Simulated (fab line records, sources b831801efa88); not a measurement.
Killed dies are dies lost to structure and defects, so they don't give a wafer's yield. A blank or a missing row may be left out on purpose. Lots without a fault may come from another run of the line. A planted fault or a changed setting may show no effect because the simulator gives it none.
A struck lot beside a sound one | flow sky130 | 15 steps out of a route of 708
Sound: wafers L535.2, L535.3, L535.4. Struck: wafers L527.2, L527.3, L527.4. The cause comes at the end.
At each step with rows: each side's tool, then ch and its chambers, then its first start. Under that, the readings that differ: sound wafers | struck wafers | difference of the means | sigmas: that difference in standard deviations of wafers without a fault.
alike: readings whose means differ by less than 2 such deviations, and words and numbers that are the same on both sides. not compared: withheld readings, readings that some wafer has no value for, bounds like >300 that may hide the same value, and numbers for which the record gives no deviation and whose values overlap.
The two part at a step that has a row with sigmas, a row that says differs or no value, or rows on one side only. Numbers that don't overlap but have no deviation are shown without sigmas and don't part them. A reading that every wafer of one side lacks parts them only if that side has two wafers or more.

first, 5 steps without rows for these wafers: SKY_CONTACT_STRIP_19 (strips in O2/N2); SKY_CONTACT_STRIP_20 (strips in post etch residue remover, time 1200 s); SKY_CONTACT_CLEAN_21 (cleans in IPA, time 180 s); SKY_CONTACT_CLEAN_22 (cleans in O3/DIW); SKY_CONTACT_SPUTTER_23 (material TiN, target thk 20 nm, time 80 s).
SKY_CONTACT_CVD_24: deposits W, target thk 340 nm, time 102.12 s.
  sound on cvd_w-02 ch 0,1, day 37 18:14; struck on cvd_w-01 ch 0,1, day 36 19:56
  alike: heater_power_w
SKY_CONTACT_RS_MEAS_25: measures by four-point-probe.
  sound on film_metro-03, day 37 18:22; struck on film_metro-02, day 36 20:04
  alike: CONTACT_W_RS
SKY_CONTACT_THK_MEAS_26: measures by xrf.
  sound on film_metro-03, day 37 18:28; struck on film_metro-02, day 36 20:11
  alike: CONTACT_W_THK
SKY_CONTACT_CMP_27: polishes, stops on SiO2, t overpolish 15 s, target thk 0 nm.
  sound on cmp-01 ch 0,2,3, day 37 18:31; struck on cmp-01 ch 0,2,3, day 36 20:17
  alike: edge_zone_pressure_frac, motor_current_A, overpolish_run_s, platen_rpm, time_to_endpoint_s
SKY_METAL1_SPUTTER_00: material Ti, target thk 15 nm, time 10 s.
  sound on pvd_sputter-01, day 37 18:49; struck on pvd_sputter-03, day 36 20:32
  alike: cathode_dc_power_W, throttle_valve_pct
then, 1 step without rows for these wafers: SKY_METAL1_SPUTTER_01 (material TiN, target thk 20 nm, time 16.7 s).
SKY_METAL1_SPUTTER_02: material AlCu, target thk 250 nm, time 13.3 s.
  sound on pvd_sputter-01, day 37 18:52; struck on pvd_sputter-03, day 36 20:35
  alike: cathode_dc_power_W, throttle_valve_pct
SKY_METAL1_SPUTTER_03: material Ti, target thk 5 nm, time 3.3 s.
  sound on pvd_sputter-01, day 37 18:54; struck on pvd_sputter-03, day 36 20:36
  reading                | sound                | struck               | difference | sigmas
  cathode_dc_power_W (W) | 3000.5 2999.8 2999.9 | 2888.5 2888.4 2887.9 | -111.8     | -99 or more
  alike: throttle_valve_pct
  not compared: model.Ti_of_METAL1_SPUTTER_03.thk_nm
SKY_METAL1_SPUTTER_04: material TiN, target thk 70 nm, time 58.3 s.
  sound on pvd_sputter-01, day 37 18:55; struck on pvd_sputter-03, day 36 20:37
  alike: cathode_dc_power_W, throttle_valve_pct
SKY_PAD_OPEN_PROBE_99:
  the record has rows for the sound wafers here (prober-02, day 50 06:49) and none for the struck ones

WHERE THEY PART
First at SKY_METAL1_SPUTTER_03; last, within this record, at SKY_PAD_OPEN_PROBE_99.

WHY: what the simulator had put in
Process parameter drift: pvd_sputter-03, from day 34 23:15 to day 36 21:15, at SKY_METAL1_SPUTTER_03. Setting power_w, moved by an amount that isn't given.
